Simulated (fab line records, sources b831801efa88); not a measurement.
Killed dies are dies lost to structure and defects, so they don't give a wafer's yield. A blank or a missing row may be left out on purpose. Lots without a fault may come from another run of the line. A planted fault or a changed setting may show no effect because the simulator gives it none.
fab line records | flow gf180mcu | part 1 of 2: steps 1 to 42 of 43
record lots=6 wafers=18 last_day=33
route steps=602 shown HV_LDD@198 NSD@235 PASSIVATION@602
lots that met no fault: from a run of the same line without faults
start_h: hours from the record's first day to the start of the lot's first wafer shown | wait_h: hours since the lot's step before | " the same as in the row above | L1.1+2: a row that stands for several wafers | - no value, or no start given | * or withheld: withheld | < > ~ a bound
route shown NAME@n: a module of which the file shows steps, and the number in the route of the first | usual: mean/standard deviation of fault-free wafers | same: alike in all rows | chamber/n: place in a boat | sites: the reading at each site | _std_site: their standard deviation | _edge_site: outer sites' mean less inner sites' | radius_mm: how far each site lies from the wafer's centre | mask NAME#n: copy n | behind: the tool/chamber that last shaped the wafer | hold: why the lot was held/for how many hours/how that ended | device: the transistor (n, p or np) that didn't switch | end of line: the same wafers' tests at the end of the route | a step without rows: its recipe alone | killed: dies lost to structure and defects at the first sort, not the wafer's yield | map: a wafer's dies, x killed, . not, _ none there
set.NAME: the setting as run; set.NAME@STEP: as run at that earlier step | model.NAME: the simulator's own value behind a step, which no gauge read
lots at some steps of the route; a table a step, a row a wafer
services: from which hour (start_h, from the record's first day; less than 0 if before it) a tool's chamber was out of use, for how many hours, and why
## steps
# step GF_HV_LDD_STRIP_22
# recipe chemistry=O2/N2 power_w=1400 pressure_mtorr=1500 platen_temp_c=250 o2_flow_sccm=3000 n2_flow_sccm=300 overash_fraction=0.5
# usual drypump_motor_current_A=6.03/0.29 heater_power_w=323/28 oes_product_au=0.716/0.0042 strip_time_to_endpoint_s=12.63/0.035
# columns lot.wafer tool chamber start_h wait_h drypump_motor_current_A heater_power_w oes_product_au rf_hours_counter_h strip_time_to_endpoint_s
L711.1 plasma_asher-03 1 282.70 0.1 6.41 280 0.716 53 12.66
L711.3 " 1 " " 6.42 282 0.714 - 12.67
L711.5 " 1 " " 6.39 283 0.720 - 12.67
L715.2 plasma_asher-04 0 311.69 0.1 5.50 305 0.715 67 12.65
L715.3 " 1 " " 6.25 336 0.708 - 12.64
L715.5 " 0 " " 5.51 321 0.706 - 12.65
L716.1 plasma_asher-03 1 321.44 0.1 6.43 276 0.711 57 12.61
L716.5 " 0 " " 6.14 332 0.719 - 12.58
L716.6 " 1 " " 6.43 287 0.715 - 12.59
L717.2 plasma_asher-03 0 330.09 0.1 6.18 336 0.711 58 12.58
L717.3 " 1 " " 6.42 288 0.710 - 12.58
L717.4 " 0 " " 6.16 319 0.710 - 12.57
L721.3 plasma_asher-01 1 368.58 0.1 5.91 319 0.716 - 12.59
L721.5 " 0 " " 5.75 374 0.713 - 12.61
L721.6 " 1 " " 5.96 325 0.708 - 12.62
L725.2 plasma_asher-01 1 387.44 0.1 5.98 326 0.713 73 12.56
L725.3 " 0 " " 5.75 372 0.707 - 12.56
L725.4 " 1 " " 5.96 315 0.718 - 12.59
# step GF_HV_LDD_TW_MEAS_23
# usual HV_LDD_2_TW=1056/7.4
# columns lot.wafer tool chamber start_h wait_h HV_LDD_2_TW
L711.1 film_metro-03 - 282.80 0.1 1043
L711.3 " - " " 1038
L711.5 " - " " 1045
L715.2 film_metro-04 - 311.80 0.1 1066
L715.3 " - " " 1061
L715.5 " - " " 1062
L716.1 film_metro-04 - 321.54 0.1 1071
L716.5 " - " " 1060
L716.6 " - " " 1063
L717.2 film_metro-03 - 330.20 0.1 1055
L717.3 " - " " 1051
L717.4 " - " " 1055
L721.3 film_metro-03 - 368.67 0.1 1056
L721.5 " - " " 1052
L721.6 " - " " 1055
L725.2 film_metro-04 - 387.55 0.1 1060
L725.3 " - " " 1054
L725.4 " - " " 1057
# step GF_HV_LDD_DEHYDRATE_24
# recipe temp_c=200 time_s=60
# step GF_HV_LDD_HMDS_25
# recipe prime_time_s=60 prime_temp_c=120
# step GF_HV_LDD_COAT_26
# recipe resist=NOVOLAK spin_rpm=3000 resist_thk_nm=1000
# step GF_HV_LDD_SOFTBAKE_27
# recipe temp_c=90 time_s=60 resist=NOVOLAK
# step GF_HV_LDD_EXPOSE_28
# recipe mask_id=Nplus_HV_AREA target_cd_nm=400 na=0.6 source_shape=conventional sigma_outer=0.6 dose_mj=140
# step GF_HV_LDD_PEB_29
# recipe temp_c=withheld time_s=* resist=NOVOLAK
# step GF_HV_LDD_DEVELOP_30
# recipe develop_time_s=60 dev_temp_c=23
# step GF_HV_LDD_CD_MEAS_31
# recipe target_cd_nm=400
# usual cd_nm=399.8/2.2
# columns lot.wafer tool chamber start_h wait_h cd_nm
L711.1 cd_sem-01 - 302.19 0.1 399.7
L711.3 " - " " 401.4
L711.5 " - " " 400.6
L715.2 cd_sem-02 - 332.16 0.1 398.2
L715.3 " - " " 399.2
L715.5 " - " " 398.1
L716.1 cd_sem-01 - 342.39 0.1 401.6
L716.5 " - " " 400.1
L716.6 " - " " 400.3
L717.2 cd_sem-01 - 351.41 0.1 395.1
L717.3 " - " " 396.7
L717.4 " - " " 397.0
L721.3 cd_sem-01 - 390.92 0.1 401.4
L721.5 " - " " 400.9
L721.6 " - " " 398.4
L725.2 cd_sem-02 - 410.01 0.1 400.0
L725.3 " - " " 397.2
L725.4 " - " " 399.8
# step GF_HV_LDD_OVL_MEAS_32
# usual HV_LDD_02_OVL=-1.1/1.3
# columns lot.wafer tool chamber start_h wait_h HV_LDD_02_OVL[nm]
L711.1 overlay-02 - 302.31 0.1 0.7
L711.3 " - " " 0.2
L711.5 " - " " 0.3
L715.2 overlay-02 - 332.27 0.1 -2.1
L715.3 " - " " -1.9
L715.5 " - " " -3.5
L716.1 overlay-01 - 342.51 0.1 0.6
L716.5 " - " " -0.6
L716.6 " - " " -0.1
L717.2 overlay-01 - 351.52 0.1 -1.8
L717.3 " - " " -3.7
L717.4 " - " " -3.8
L721.3 overlay-02 - 391.01 0.1 -0.5
L721.5 " - " " 0.4
L721.6 " - " " -0.8
L725.2 overlay-02 - 410.12 0.1 -1.2
L725.3 " - " " -1.6
L725.4 " - " " 0.0
# step GF_HV_LDD_IMPLANT_33
# recipe species=P energy_kev=60 dose_cm2=7.5e+12 tilt_deg=30 rotation_deg=0
# step GF_HV_LDD_IMPLANT_34
# recipe species=P energy_kev=60 dose_cm2=7.5e+12 tilt_deg=30 rotation_deg=90
# usual beam_energy_keV=59.998/0.017 end_station_pressure_torr=5.02e-06/2.3e-07 faraday_current_uA=42.3/0.92
# columns lot.wafer tool chamber start_h wait_h beam_energy_keV end_station_pressure_torr faraday_current_uA
L711.1 implanter-04 0 302.50 0.1 60.027 4.56e-06 43.3
L711.3 " 0 " " 60.001 4.77e-06 42.2
L711.5 " 0 " " 60.011 4.84e-06 41.9
L715.2 implanter-02 0 332.47 0.1 59.987 4.72e-06 43.0
L715.3 " 0 " " 60.001 4.83e-06 41.5
L715.5 " 0 " " 59.979 5.09e-06 42.3
L716.1 implanter-02 0 342.70 0.1 60.016 4.99e-06 44.0
L716.5 " 0 " " 59.974 5e-06 43.4
L716.6 " 0 " " 59.986 4.89e-06 41.9
L717.2 implanter-04 0 351.72 0.1 59.984 4.78e-06 41.4
L717.3 " 0 " " 60.005 4.83e-06 41.6
L717.4 " 0 " " 59.998 4.68e-06 43.0
L721.3 implanter-02 0 391.23 0.1 60.025 5.09e-06 42.2
L721.5 " 0 " " 60.012 5.08e-06 42.9
L721.6 " 0 " " 60.006 4.92e-06 41.9
L725.2 implanter-04 0 410.32 0.1 59.993 4.97e-06 40.9
L725.3 " 0 " " 59.997 5.8e-06 42.4
L725.4 " 0 " " 59.999 4.68e-06 42.1
# step GF_HV_LDD_IMPLANT_35
# recipe species=P energy_kev=60 dose_cm2=7.5e+12 tilt_deg=30 rotation_deg=180
# step GF_HV_LDD_IMPLANT_36
# recipe species=P energy_kev=60 dose_cm2=7.5e+12 tilt_deg=30 rotation_deg=270
# step GF_HV_LDD_STRIP_37
# recipe chemistry=O2/N2 power_w=1400 pressure_mtorr=1500 platen_temp_c=250 o2_flow_sccm=3000 n2_flow_sccm=300 overash_fraction=0.5
# usual drypump_motor_current_A=5.94/0.28 heater_power_w=330/28 oes_product_au=0.716/0.0039 strip_time_to_endpoint_s=12.63/0.032
# columns lot.wafer tool chamber start_h wait_h drypump_motor_current_A heater_power_w oes_product_au rf_hours_counter_h strip_time_to_endpoint_s
L711.1 plasma_asher-01 1 302.95 0.1 5.95 318 0.714 63 12.61
L711.3 " 1 " " 5.94 321 0.710 - 12.64
L711.5 " 1 " " 5.94 328 0.717 - 12.60
L715.2 plasma_asher-01 1 332.90 0.1 5.94 323 0.713 67 12.62
L715.3 " 1 " " 5.94 324 0.722 - 12.62
L715.5 " 1 " " 5.95 323 0.712 - 12.58
L716.1 plasma_asher-01 0 343.15 0.1 5.77 369 0.710 68 12.60
L716.5 " 0 " " 5.75 362 0.701 - 12.61
L716.6 " 1 " " 5.95 328 0.715 - 12.62
L717.2 plasma_asher-01 1 352.15 0.1 5.93 320 0.717 69 12.64
L717.3 " 1 " " 5.92 319 0.705 - 12.60
L717.4 " 0 " " 5.80 374 0.722 - 12.65
L721.3 plasma_asher-04 0 391.67 0.1 5.52 298 0.715 - 12.67
L721.5 " 1 " " 6.18 340 0.715 - 12.59
L721.6 " 0 " " 5.52 302 0.719 - 12.63
L725.2 plasma_asher-04 0 410.75 0.1 5.47 308 0.718 77 12.58
L725.3 " 0 " " 5.50 304 0.726 - 12.62
L725.4 " 1 " " 6.22 338 0.712 - 12.61
# step GF_HV_LDD_TW_MEAS_38
# usual HV_LDD_3_TW=1439/12
# columns lot.wafer tool chamber start_h wait_h HV_LDD_3_TW
L711.1 film_metro-03 - 303.05 0.1 1434
L711.3 " - " " 1434
L711.5 " - " " 1434
L715.2 film_metro-02 - 333.01 0.1 1442
L715.3 " - " " 1437
L715.5 " - " " 1442
L716.1 film_metro-02 - 343.25 0.1 1442
L716.5 " - " " 1439
L716.6 " - " " 1432
L717.2 film_metro-04 - 352.26 0.1 1447
L717.3 " - " " 1466
L717.4 " - " " 1459
L721.3 film_metro-04 - 391.75 0.1 1440
L721.5 " - " " 1439
L721.6 " - " " 1441
L725.2 film_metro-03 - 410.86 0.1 1424
L725.3 " - " " 1421
L725.4 " - " " 1417
# step GF_HV_LDD_DEHYDRATE_39
# recipe temp_c=200 time_s=60
# step GF_HV_LDD_HMDS_40
# recipe prime_time_s=60 prime_temp_c=120
# step GF_HV_LDD_COAT_41
# recipe resist=NOVOLAK spin_rpm=3000 resist_thk_nm=1000
# step GF_HV_LDD_SOFTBAKE_42
# recipe temp_c=90 time_s=60 resist=NOVOLAK
# step GF_HV_LDD_EXPOSE_43
# recipe mask_id=Pplus_HV_AREA target_cd_nm=400 na=0.6 source_shape=conventional sigma_outer=0.6 dose_mj=140
# step GF_HV_LDD_PEB_44
# recipe temp_c=withheld time_s=* resist=NOVOLAK
# step GF_HV_LDD_DEVELOP_45
# recipe develop_time_s=60 dev_temp_c=23
# step GF_HV_LDD_CD_MEAS_46
# recipe target_cd_nm=400
# usual cd_nm=399.7/2.3
# columns lot.wafer tool chamber start_h wait_h cd_nm
L711.1 cd_sem-02 - 323.14 0.1 398.4
L711.3 " - " " 398.4
L711.5 " - " " 398.5
L715.2 cd_sem-01 - 355.01 0.1 400.4
L715.3 " - " " 401.1
L715.5 " - " " 400.7
L716.1 cd_sem-02 - 365.23 0.1 400.1
L716.5 " - " " 398.2
L716.6 " - " " 399.2
L717.2 cd_sem-02 - 374.25 0.1 402.6
L717.3 " - " " 400.9
L717.4 " - " " 401.0
L721.3 cd_sem-01 - 414.33 0.1 399.5
L721.5 " - " " 396.3
L721.6 " - " " 396.3
L725.2 cd_sem-02 - 434.46 0.1 396.7
L725.3 " - " " 399.4
L725.4 " - " " 399.4
# step GF_HV_LDD_OVL_MEAS_47
# usual HV_LDD_03_OVL=0.1/1.5
# columns lot.wafer tool chamber start_h wait_h HV_LDD_03_OVL[nm]
L711.1 overlay-01 - 323.26 0.1 1.4
L711.3 " - " " 1.9
L711.5 " - " " 1.0
L715.2 overlay-01 - 355.11 0.1 -1.9
L715.3 " - " " -4.2
L715.5 " - " " -2.6
L716.1 overlay-02 - 365.35 0.1 0.6
L716.5 " - " " -2.1
L716.6 " - " " -1.1
L717.2 overlay-01 - 374.36 0.1 -0.5
L717.3 " - " " 0.2
L717.4 " - " " 0.7
L721.3 overlay-02 - 414.42 0.1 -0.8
L721.5 " - " " -1.7
L721.6 " - " " 0.0
L725.2 overlay-02 - 434.57 0.1 0.3
L725.3 " - " " 0.8
L725.4 " - " " 0.7
# step GF_HV_LDD_IMPLANT_48
# recipe species=B energy_kev=25 dose_cm2=3e+13 tilt_deg=7
# step GF_HV_LDD_STRIP_49
# recipe chemistry=O2/N2 power_w=1400 pressure_mtorr=1500 platen_temp_c=250 o2_flow_sccm=3000 n2_flow_sccm=300 overash_fraction=0.5
# usual drypump_motor_current_A=6.0/0.3 heater_power_w=325/27 oes_product_au=0.716/0.0054 strip_time_to_endpoint_s=12.63/0.033
# columns lot.wafer tool chamber start_h wait_h drypump_motor_current_A heater_power_w oes_product_au rf_hours_counter_h strip_time_to_endpoint_s
L711.1 plasma_asher-01 1 323.45 0.1 5.9 321 0.705 66 12.65
L711.3 " 0 " " 5.8 362 0.714 - 12.64
L711.5 " 0 " " 5.8 370 0.716 - 12.67
L715.2 plasma_asher-03 0 355.29 0.1 6.1 330 0.714 60 12.67
L715.3 " 0 " " 6.1 323 0.718 - 12.65
L715.5 " 0 " " 6.1 328 0.718 - 12.67
L716.1 plasma_asher-04 0 365.54 0.1 5.5 303 0.706 73 12.64
L716.5 " 1 " " 6.3 333 0.720 - 12.62
L716.6 " 0 " " 5.5 304 0.715 - 12.60
L717.2 plasma_asher-01 0 374.54 0.1 5.8 367 0.715 71 12.57
L717.3 " 0 " " 5.8 379 0.719 - 12.56
L717.4 " 1 " " 5.9 320 0.727 - 12.60
L721.3 plasma_asher-01 1 414.63 0.1 5.9 318 0.726 - 12.65
L721.5 " 0 " " 5.8 361 0.713 - 12.66
L721.6 " 1 " " 6.0 317 0.720 - 12.65
L725.2 plasma_asher-01 0 434.75 0.1 5.8 372 0.715 78 12.59
L725.3 " 0 " " 5.8 372 0.715 - 12.65
L725.4 " 1 " " 5.9 319 0.717 - 12.62
# step GF_HV_LDD_TW_MEAS_50
# usual HV_LDD_4_TW=570/4.6
# columns lot.wafer tool chamber start_h wait_h HV_LDD_4_TW
L711.1 film_metro-02 - 323.55 0.1 570
L711.3 " - " " 571
L711.5 " - " " 572
L715.2 film_metro-03 - 355.40 0.1 565
L715.3 " - " " 564
L715.5 " - " " 563
L716.1 film_metro-03 - 365.64 0.1 568
L716.5 " - " " 571
L716.6 " - " " 569
L717.2 film_metro-04 - 374.65 0.1 576
L717.3 " - " " 578
L717.4 " - " " 577
L721.3 film_metro-04 - 414.71 0.1 570
L721.5 " - " " 573
L721.6 " - " " 574
L725.2 film_metro-04 - 434.86 0.1 575
L725.3 " - " " 580
L725.4 " - " " 573
# step GF_HV_LDD_CLEAN_51
# recipe chemistry=SC1/SC2 mix=1:4:20 temp_c=70 time_s=150 dry=n2_spin
# step GF_HV_LDD_RTA_52
# recipe temp_c=1000 time_s=10 ambient=N2
# usual lamp_power_pct=34.1/1.1 wafer_temp_C_max=1003.8/1.3
# columns lot.wafer tool chamber start_h wait_h lamp_power_pct wafer_temp_C_max
L711.1 rtp_anneal-02 0 323.66 0.0 35.2 1003.0
L711.3 " 0 " " 35.2 1003.0
L711.5 " 0 " " 35.2 1002.8
L715.2 rtp_anneal-01 0 355.52 0.0 33.0 1006.5
L715.3 " 0 " " 33.0 1004.6
L715.5 " 0 " " 33.0 1005.7
L716.1 rtp_anneal-02 0 365.75 0.0 35.2 1003.9
L716.5 " 0 " " 35.2 1002.5
L716.6 " 0 " " 35.2 1002.9
L717.2 rtp_anneal-01 0 374.76 0.0 33.0 1006.4
L717.3 " 0 " " 33.0 1004.5
L717.4 " 0 " " 33.0 1005.4
L721.3 rtp_anneal-01 0 414.83 0.0 33.0 1006.4
L721.5 " 0 " " 33.0 1004.9
L721.6 " 0 " " 33.0 1004.6
L725.2 rtp_anneal-02 0 434.97 0.0 35.2 1002.0
L725.3 " 0 " " 35.2 1003.8
L725.4 " 0 " " 35.2 1002.6
# step GF_HV_LDD_RS_MEAS_53
# recipe thk_meas_gauge=four-point-probe
# usual HV_LDD_RS=418.2/0.98
# columns lot.wafer tool chamber start_h wait_h HV_LDD_RS[ohm/sq]
L711.1 film_metro-02 - 323.73 0.1 419.4
L711.3 " - " " 416.7
L711.5 " - " " 416.8
L715.2 film_metro-04 - 355.60 0.1 418.7
L715.3 " - " " 418.6
L715.5 " - " " 419.5
L716.1 film_metro-02 - 365.81 0.1 417.9
L716.5 " - " " 418.2
L716.6 " - " " 419.1
L717.2 film_metro-04 - 374.83 0.1 420.9
L717.3 " - " " 419.6
L717.4 " - " " 420.2
L721.3 film_metro-03 - 414.91 0.1 418.4
L721.5 " - " " 418.5
L721.6 " - " " 418.6
L725.2 film_metro-03 - 435.04 0.1 417.8
L725.3 " - " " 418.1
L725.4 " - " " 417.7
# step GF_HV_LDD_CVD_54
# recipe material=SiO2 target_thk_nm=10 precursor=TEOS temp_c=680 time_s=75 pressure_mtorr=400
# step GF_HV_LDD_THK_MEAS_55
# recipe reads=SiO2_of_HV_LDD_CVD_54
# usual HV_LDD_CVD_54_THK=10.05/0.12
# columns lot.wafer tool chamber start_h wait_h HV_LDD_CVD_54_THK[nm]
L711.1 film_metro-04 - 324.87 0.0 9.99
L711.3 " - " " 9.93
L711.5 " - " " 10.09
L715.2 film_metro-04 - 356.73 0.0 10.14
L715.3 " - " " 10.24
L715.5 " - " " 10.20
L716.1 film_metro-04 - 366.95 0.0 9.97
L716.5 " - " " 9.92
L716.6 " - " " 9.91
L717.2 film_metro-04 - 375.96 0.0 9.96
L717.3 " - " " 9.84
L717.4 " - " " 9.77
L721.3 film_metro-03 - 416.03 0.0 9.97
L721.5 " - " " 10.05
L721.6 " - " " 10.00
L725.2 film_metro-03 - 436.18 0.0 10.05
L725.3 " - " " 10.13
L725.4 " - " " 9.92
# step GF_HV_LDD_CVD_56
# recipe material=Si3N4 precursor=DCS/NH3 target_thk_nm=90 temp_c=770 time_s=1543 pressure_mtorr=250
# step GF_HV_LDD_THK_MEAS_57
# recipe reads=Si3N4_of_HV_LDD_CVD_56
# usual HV_LDD_CVD_56_THK=89.8/0.91
# columns lot.wafer tool chamber start_h wait_h HV_LDD_CVD_56_THK[nm]
L711.1 film_metro-03 - 326.36 0.0 90.2
L711.3 " - " " 89.9
L711.5 " - " " 90.3
L715.2 film_metro-02 - 358.22 0.0 90.9
L715.3 " - " " 90.2
L715.5 " - " " 90.5
L716.1 film_metro-02 - 369.16 0.0 90.3
L716.5 " - " " 89.6
L716.6 " - " " 90.8
L717.2 film_metro-04 - 377.45 0.0 87.9
L717.3 " - " " 87.6
L717.4 " - " " 87.2
L721.3 film_metro-02 - 417.52 0.0 91.6
L721.5 " - " " 90.6
L721.6 " - " " 91.3
L725.2 film_metro-03 - 437.66 0.0 89.2
L725.3 " - " " 89.6
L725.4 " - " " 89.9
# step GF_HV_LDD_ETCHBACK_58
# recipe chemistry=CH3F/O2 target=Si3N4 stop_on=SiO2 source_w=400 bias_w=80 pressure_mtorr=25 ch3f_flow_sccm=40 O2_flow_sccm=30 time_s=100 target_depth_a=900
# usual O2_flow_sccm=30.00/0.093 bias_w=79.99/0.25 drypump_motor_current_A=5.7/0.54 oes_product_au=0.843/0.0069 rf_fwd_power_W=397.6/1.4 throttle_valve_pct=10.560/0.0087
# columns lot.wafer tool chamber start_h wait_h O2_flow_sccm bias_w drypump_motor_current_A oes_product_au rf_fwd_power_W rf_hours_counter_h throttle_valve_pct
L711.1 rie_diel-01 2 326.42 0.1 30.01 79.85 5.7 0.843 398.6 15 10.568
L711.3 " 3 " " 29.90 80.22 5.6 0.842 395.0 1 10.559
L711.5 " 1 " " 30.03 80.15 6.5 0.843 397.8 - 10.568
L715.2 rie_diel-01 3 358.27 0.0 30.07 79.96 5.6 0.851 399.2 1 10.564
L715.3 " 2 " " 30.08 80.26 5.7 0.848 396.7 15 10.567
L715.5 " 0 " " 30.12 79.44 4.9 0.852 397.8 - 10.551
L716.1 rie_diel-01 0 369.22 0.1 29.88 79.53 4.9 0.845 396.1 1 10.555
L716.5 " 2 " " 29.92 80.27 5.7 0.842 395.3 - 10.540
L716.6 " 1 " " 29.83 79.75 6.6 0.853 396.7 - 10.561
L717.2 rie_diel-03 3 377.50 0.0 29.97 79.92 5.4 0.824 398.7 6 10.556
L717.3 " 2 " " 30.14 79.70 5.6 0.838 398.4 9 10.559
L717.4 " 1 " " 30.02 80.01 5.5 0.832 396.3 5 10.557
L721.3 rie_diel-04 3 417.56 0.0 29.94 79.60 4.9 0.849 397.6 2 10.581
L721.5 " 3 " " 29.99 79.69 4.9 0.842 397.9 - 10.553
L721.6 " 0 " " 30.15 80.23 5.8 0.855 396.7 - 10.578
L725.2 rie_diel-01 1 437.71 0.0 29.98 80.07 6.5 0.847 397.5 59 10.561
L725.3 " 3 " " 29.89 80.20 5.6 0.845 394.9 4 10.574
L725.4 " 2 " " 30.02 80.16 5.7 0.844 398.1 18 10.562
# step GF_NSD_DEHYDRATE_00
# recipe temp_c=200 time_s=60
# step GF_NSD_HMDS_01
# recipe prime_time_s=60 prime_temp_c=120
# step GF_NSD_COAT_02
# recipe resist=NOVOLAK spin_rpm=3000 resist_thk_nm=1000
# step GF_NSD_SOFTBAKE_03
# recipe temp_c=90 time_s=60 resist=NOVOLAK
# step GF_NSD_EXPOSE_04
# recipe mask_id=Nplus target_cd_nm=400 na=0.6 source_shape=conventional sigma_outer=0.6 dose_mj=140
